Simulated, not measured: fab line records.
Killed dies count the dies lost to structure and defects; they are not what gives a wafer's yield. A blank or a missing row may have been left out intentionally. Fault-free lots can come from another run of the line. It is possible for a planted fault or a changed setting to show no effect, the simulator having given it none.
Tool commonality check -- flow gf180mcu -- Sampled: 13 lots, 39 wafers

## WHY IT WAS OPENED
At GF_HV_LDD_RS_MEAS_53 the reading HV_LDD_RS is flagged on 2 of 13 lots. Fault-free wafers read 418.4 ohm/sq, with a standard deviation of 0.96.
Rule: a lot is flagged when every wafer of it that has a number lies more than 4 standard deviations from that mean, or none has a number. The other lots count as sound.

lot,measured,on,"HV_LDD_RS (ohm/sq), wafer by wafer",flag
L527,day 13 14:55,film_metro-03,419.2 418.8 419.1,
L528,day 13 16:42,film_metro-01,418.3 418.7 418.2,
L529,day 14 04:00,film_metro-01,417.5 417.7 415.8,
L530,day 14 04:25,film_metro-04,419.1 419.5 417.8,
L534,day 15 10:04,film_metro-04,404.0 404.5 404.8,FLAGGED
L535,day 15 19:18,film_metro-04,417.8 418.2 418.4,
L536,day 16 02:58,film_metro-04,404.9 404.7 405.1,FLAGGED
L541,day 17 19:15,film_metro-03,417.2 418.1 418.1,
L543,day 18 06:25,film_metro-03,418.5 418.8 418.7,
L545,day 18 19:01,film_metro-01,416.9 417.3 417.5,
L546,day 19 09:10,film_metro-03,418.3 417.3 417.7,
L547,day 19 14:27,film_metro-03,418.5 418.9 417.5,
L548,day 20 03:37,film_metro-03,417.4 417.2 417.7,
On average the flagged lots' numbers are 404.7 ohm/sq, which is -13.7 ohm/sq against the usual, or -14 standard deviations.

## WHICH TOOL RAN EACH LOT
2 process steps preceding the reading are held in the record, out of 602 steps in the route. Read each cell as the tool, then ch plus the chambers that the sampled wafers visited, then the start.
lot,flag,GF_HV_LDD_IMPLANT_35,GF_HV_LDD_STRIP_37
L527,,"implanter-01 ch 0, day 12 17:32","plasma_asher-04 ch 0,1, day 12 17:50"
L528,,"implanter-01 ch 0, day 12 19:37","plasma_asher-02 ch 0,1, day 12 19:55"
L529,,"implanter-02 ch 0, day 13 06:58","plasma_asher-02 ch 0,1, day 13 07:16"
L530,,"implanter-04 ch 0, day 13 07:18","plasma_asher-02 ch 0,1, day 13 07:34"
L534,FLAGGED,"implanter-01 ch 0, day 14 11:16","plasma_asher-04 ch 1, day 14 11:34"
L535,,"implanter-02 ch 0, day 14 20:34","plasma_asher-02 ch 0,1, day 14 20:52"
L536,FLAGGED,"implanter-01 ch 0, day 15 03:46","plasma_asher-04 ch 0,1, day 15 04:02"
L541,,"implanter-02 ch 0, day 16 19:29","plasma_asher-02 ch 0,1, day 16 19:46"
L543,,"implanter-02 ch 0, day 17 06:13","plasma_asher-02 ch 0,1, day 17 06:29"
L545,,"implanter-01 ch 0, day 17 18:44","plasma_asher-04 ch 0,1, day 17 19:01"
L546,,"implanter-02 ch 0, day 18 08:32","plasma_asher-04 ch 0,1, day 18 08:49"
L547,,"implanter-04 ch 0, day 18 13:26","plasma_asher-01 ch 0,1, day 18 13:43"
L548,,"implanter-01 ch 0, day 19 02:37","plasma_asher-04 ch 0,1, day 19 02:55"
What is done by these steps:
- GF_HV_LDD_IMPLANT_35
- GF_HV_LDD_STRIP_37: strips in O2/N2.
- GF_HV_LDD_RS_MEAS_53: measures by four-point-probe.

## FLAGGED OVER TOTAL, TOOL BY TOOL (the gauges that took the reading come last)
step,tool,lots run,flagged,share of the flagged lots,sound lots run after its first flagged lot
GF_HV_LDD_IMPLANT_35,implanter-01,6,2,all,"2 (L545,L548)"
GF_HV_LDD_IMPLANT_35,implanter-02,5,0,none,-
GF_HV_LDD_IMPLANT_35,implanter-04,2,0,none,-
GF_HV_LDD_STRIP_37,plasma_asher-01,1,0,none,-
GF_HV_LDD_STRIP_37,plasma_asher-02,6,0,none,-
GF_HV_LDD_STRIP_37,plasma_asher-04,6,2,all,"3 (L545,L546,L548)"
GF_HV_LDD_RS_MEAS_53,film_metro-01,3,0,none,-
GF_HV_LDD_RS_MEAS_53,film_metro-03,6,0,none,-
GF_HV_LDD_RS_MEAS_53,film_metro-04,4,2,all,1 (L535)

## WHAT IS ALLOWED BY THE TABLE
3 rows of the table ran every flagged lot: implanter-01 at GF_HV_LDD_IMPLANT_35, plasma_asher-04 at GF_HV_LDD_STRIP_37, film_metro-04 at GF_HV_LDD_RS_MEAS_53.
- implanter-01 at GF_HV_LDD_IMPLANT_35: 2 of its 6 lots flagged. Sound lots ran on it after the first flagged one (L545, L548), which a lasting fault on the whole tool wouldn't allow. Its own readings lie more than 4 standard deviations out on every wafer of the flagged lots: beam_energy_keV.
- plasma_asher-04 at GF_HV_LDD_STRIP_37: 2 of its 6 lots flagged. Sound lots ran on it after the first flagged one (L545, L546, L548), which a lasting fault on the whole tool wouldn't allow.
- film_metro-04 at GF_HV_LDD_RS_MEAS_53: 2 of its 4 lots flagged. Sound lots ran on it after the first flagged one (L535), which a lasting fault on the whole tool wouldn't allow.
Not one row of the table ran every flagged lot while running no sound lot after the first.

## WHAT WAS PUT IN BY THE SIMULATOR
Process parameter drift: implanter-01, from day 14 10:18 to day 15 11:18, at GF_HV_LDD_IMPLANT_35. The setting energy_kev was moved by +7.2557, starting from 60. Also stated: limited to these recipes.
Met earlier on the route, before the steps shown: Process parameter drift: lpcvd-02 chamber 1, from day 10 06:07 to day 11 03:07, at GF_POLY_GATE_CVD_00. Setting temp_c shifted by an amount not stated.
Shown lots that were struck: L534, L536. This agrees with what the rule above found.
